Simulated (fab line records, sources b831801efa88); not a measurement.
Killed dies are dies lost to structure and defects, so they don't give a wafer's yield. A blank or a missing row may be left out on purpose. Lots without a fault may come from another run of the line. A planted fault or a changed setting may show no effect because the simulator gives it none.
Problem report in the 8D (eight disciplines) form, filled by code | flow gf180mcu | the parts of the form that need people (team, actions taken, sign-off) are left out

1. THE PROBLEM
HV_LDD_4_TW at GF_HV_LDD_TW_MEAS_50 reads a mean of 865 on 6 wafers of 2 lots; wafers without a fault read 571 with a standard deviation of 3.4. That is +87 standard deviations from the usual mean.
First seen on wafer L209.3, day 17 14:41, on film_metro-03. The record holds 42 wafers of 14 lots with a number at this step. Rule for "out", or "out of limits": more than 4 standard deviations from the usual mean. The other wafers with a number count as sound.

2. WHAT IT IS AND WHAT IT IS NOT
question                    | is                     | is not
which readings at this step | HV_LDD_4_TW            | -
which lots                  | L209, L211             | L195, L196, L197, L198, L200, L201, L204, L207, L214, L215, L216, L217
which wafers of those lots  | all that have a number | -
read on which gauges        | film_metro-03          | film_metro-01, film_metro-04
when                        | from day 17 14:41      | up to then (24 sound wafers); but 12 sound wafers of L214, L215, L216, L217 came after

3. SUSPECTS, AND WHAT RULES EACH OUT
Counting: a tool at a process step up to the reading stays a suspect if it ran every lot that is out and no sound lot after the first of them.
- the gauge at GF_HV_LDD_TW_MEAS_50: ruled out. All the wafers that are out were read on film_metro-03, but those of them that GF_HV_LDD_IMPLANT_48 has rows for are out there too, on other tools.
- implanter-02 at GF_HV_LDD_IMPLANT_48: kept. It ran every lot that is out, first L209 (day 17 14:28), and no sound lot after that; its last sound lot up to then is L201 (day 14 15:13). Its own readings are out on those wafers: dose_ions_cm2, faraday_current_uA.
Left after counting: implanter-02 at GF_HV_LDD_IMPLANT_48.

4. THE CAUSE (what the simulator had put in)
Process parameter drift: implanter-02, from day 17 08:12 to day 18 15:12, at GF_HV_LDD_IMPLANT_48. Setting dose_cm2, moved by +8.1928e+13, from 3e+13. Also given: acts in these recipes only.
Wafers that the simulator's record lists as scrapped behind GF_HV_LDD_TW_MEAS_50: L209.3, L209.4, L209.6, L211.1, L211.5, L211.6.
Counting left only this tool.

5. THE CHAIN OF EFFECTS, in route order
Each row: a reading whose mean over the struck wafers that have a number lies more than 3 standard deviations from the usual. Only readings for which the record gives a usual standard deviation are gone through. hours: the time from each lot's start at the first step in this table that gives one to its start at this step, as a median over the lots. sigmas: the change in usual standard deviations.
hours | step                 | reading            | usual | on struck wafers | change | sigmas
0     | GF_HV_LDD_IMPLANT_48 | dose_ions_cm2      | 3e+13 | 1e+14            | +8e+13 | +99 or more
0     | GF_HV_LDD_IMPLANT_48 | faraday_current_uA | 169   | 601              | +432   | +99 or more
0     | GF_HV_LDD_TW_MEAS_50 | HV_LDD_4_TW        | 571   | 865              | +294   | +87
The process steps in it:
- GF_HV_LDD_IMPLANT_48

6. WHAT WOULD HAVE CAUGHT IT SOONER
In this record the first reading out of limits at a measuring or inspecting step was taken at day 17 14:41, 6 hours after the fault began at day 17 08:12.
The tool's own readings at GF_HV_LDD_IMPLANT_48 were out on every struck wafer that the step has a row for (dose_ions_cm2, faraday_current_uA): an alarm limit on them would have fired on the first of those.
Of the lots that are out (2), L211 began GF_HV_LDD_IMPLANT_48 on implanter-02 after day 17 14:41. A hold on the tool at that time would have spared it.
